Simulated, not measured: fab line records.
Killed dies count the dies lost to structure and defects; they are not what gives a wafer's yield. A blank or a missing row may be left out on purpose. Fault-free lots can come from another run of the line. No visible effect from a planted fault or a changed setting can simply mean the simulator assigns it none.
What tool caused it?	flow sky130	Sampling: 12 lots, 36 wafers, 5 of 708 route steps

== WHAT EACH GAUGE READ, for each wafer ==
SKY_METAL2_CD_MEAS_15: target cd 140 nm.
lot	measured	on	cd_nm (nm)
L485	day 35 05:04	cd_sem-02	141.3 139.6 141.7
L487	day 36 08:18	cd_sem-01	142.0 140.2 142.4
L489	day 36 15:52	cd_sem-02	142.7 142.6 142.0
L492	day 37 15:33	cd_sem-01	142.3 141.9 141.7
L493	day 37 21:10	cd_sem-02	141.6 139.4 139.9
L495	day 38 16:41	cd_sem-02	142.6 139.0 141.4
L500	day 40 18:04	cd_sem-02	137.4 138.9 136.8
L504	day 41 00:31	cd_sem-02	138.9 139.9 138.6
L505	day 41 05:04	cd_sem-02	140.7 140.0 140.9
L507	day 41 20:17	cd_sem-02	137.7 140.0 137.5
L506	day 41 20:55	cd_sem-01	141.7 139.9 140.4
L508	day 42 01:37	cd_sem-02	143.4 143.9 143.1

SKY_VIA2_OVL_MEAS_13.
lot	measured	on	VIA2_OVL (nm)
L485	day 36 10:31	overlay-01	-8 -5 -3
L487	day 37 11:35	overlay-01	1 4 -9
L489	day 37 20:13	overlay-01	-3 -1 -5
L492	day 38 18:47	overlay-02	5 1 -5
L493	day 39 00:32	overlay-01	-3 -13 -10
L495	day 39 18:41	overlay-02	-1 0 -2
L500	day 41 20:01	overlay-02	-6 -3 -8
L504	day 42 01:50	overlay-02	-4 -4 -9
L505	day 42 06:26	overlay-01	-9 -12 -12
L507	day 42 21:23	overlay-01	10 1 4
L506	day 42 21:29	overlay-02	2 -6 -4
L508	day 43 02:25	overlay-01	-1 6 -1

SKY_CAPM_THK_MEAS_01.
lot	measured	on	CAPM_CVD_00_THK (nm)
L485	day 36 12:28	film_metro-04	15.47 15.15 15.79
L487	day 37 13:12	film_metro-04	15.03 15.12 15.45
L489	day 37 21:50	film_metro-01	15.75 15.76 15.77
L492	day 38 20:28	film_metro-04	15.63 15.85 15.74
L493	day 39 04:37	film_metro-01	15.91 21.85 21.61
L495	day 39 20:18	film_metro-04	21.59 15.81 15.98
L500	day 41 21:38	film_metro-03	15.41 15.23 15.61
L504	day 42 03:35	film_metro-03	15.39 15.63 15.51
L505	day 42 08:04	film_metro-01	15.06 15.17 15.18
L507	day 42 23:13	film_metro-01	15.46 15.65 15.27
L506	day 42 23:30	film_metro-01	15.20 15.56 15.75
L508	day 43 04:02	film_metro-03	15.41 15.55 15.71

SKY_CAPM_RS_MEAS_03: uses a four-point probe to measure.
lot	measured	on	CAPM_TIN_RS (ohm/sq)
L485	day 36 12:38	film_metro-04	6.90 6.91 6.91
L487	day 37 13:22	film_metro-03	6.82 7.02 6.85
L489	day 37 22:01	film_metro-04	6.91 6.90 6.78
L492	day 38 20:39	film_metro-03	6.89 6.89 7.12
L493	day 39 04:47	film_metro-03	6.84 7.02 6.89
L495	day 39 20:29	film_metro-03	6.85 6.83 6.80
L500	day 41 21:48	film_metro-03	6.82 6.79 6.79
L504	day 42 03:46	film_metro-01	6.89 6.76 6.92
L505	day 42 08:14	film_metro-04	6.75 6.84 6.80
L507	day 42 23:25	film_metro-04	6.79 6.74 6.76
L506	day 42 23:40	film_metro-01	6.90 6.96 6.79
L508	day 43 04:12	film_metro-01	6.90 6.94 6.97

== WHICH TOOL RAN EACH LOT (tool, then ch and the chambers of the sampled wafers, then the start) ==
lot	SKY_CAPM_CVD_00
L485	pecvd-04 ch 0,2, day 36 12:27
L487	pecvd-01 ch 0,1,2, day 37 13:10
L489	pecvd-03 ch 0,1,2, day 37 21:49
L492	pecvd-01 ch 0,1,2, day 38 20:25
L493	pecvd-03 ch 0,1,2, day 39 04:35
L495	pecvd-03 ch 0,1,2, day 39 20:16
L500	pecvd-04 ch 0,1, day 41 21:37
L504	pecvd-01 ch 0,1, day 42 03:32
L505	pecvd-01 ch 1, day 42 08:00
L507	pecvd-03 ch 1, day 42 23:10
L506	pecvd-04 ch 0,1,2, day 42 23:28
L508	pecvd-03 ch 0,1, day 43 04:00
- SKY_CAPM_CVD_00: deposits SiO2, target thk 15.5 nm.

== WHAT THE TOOLS THEMSELVES READ (means of the sampled wafers that have a number; where no wafer has one, the mark that the record gives instead) ==
SKY_CAPM_CVD_00.
lot	tool	heater_power_w (W)
L485	pecvd-04	841
L487	pecvd-01	567
L489	pecvd-03	597
L492	pecvd-01	651
L493	pecvd-03	613
L495	pecvd-03	626
L500	pecvd-04	816
L504	pecvd-01	583
L505	pecvd-01	490
L507	pecvd-03	629
L506	pecvd-04	791
L508	pecvd-03	602

== THE ANSWER, worked out from the rows above alone ==
Rule: the lots themselves supply what counts as usual. The widest of any qualifying gaps counts: lots, ordered by their means at a reading, are off when they make up no more than a third of the lots, leave a main group of 4 or more, and stand apart from it by 3 or more times the standard deviation of that group's means. A main group whose means are all the same, to the digits that the tables above print for the reading, isn't used. Also off: a lot with no number at a reading for which 4 or more lots have one. Any other lot the step has rows for is counted as sound. The gauges are gone through in route order, then the tools' own readings, and for those a lot's mean is taken as printed above. The first step at which some lot is off is used, and at that step the reading that is off furthest; a lot without a number counts as furthest.
Off: at SKY_CAPM_THK_MEAS_01 (CAPM_CVD_00_THK), L493, L495. For the main group the mean is 15.48 nm and the standard deviation 0.19.
A tool fits if, at a process step before that reading, it ran every lot that is off, and no sound lot after the first of them. Those tools and the gauges at SKY_CAPM_THK_MEAS_01 are tried in the same way. Not one of the candidates tried fits.

== WHAT THE SIMULATOR HAD INSERTED ==
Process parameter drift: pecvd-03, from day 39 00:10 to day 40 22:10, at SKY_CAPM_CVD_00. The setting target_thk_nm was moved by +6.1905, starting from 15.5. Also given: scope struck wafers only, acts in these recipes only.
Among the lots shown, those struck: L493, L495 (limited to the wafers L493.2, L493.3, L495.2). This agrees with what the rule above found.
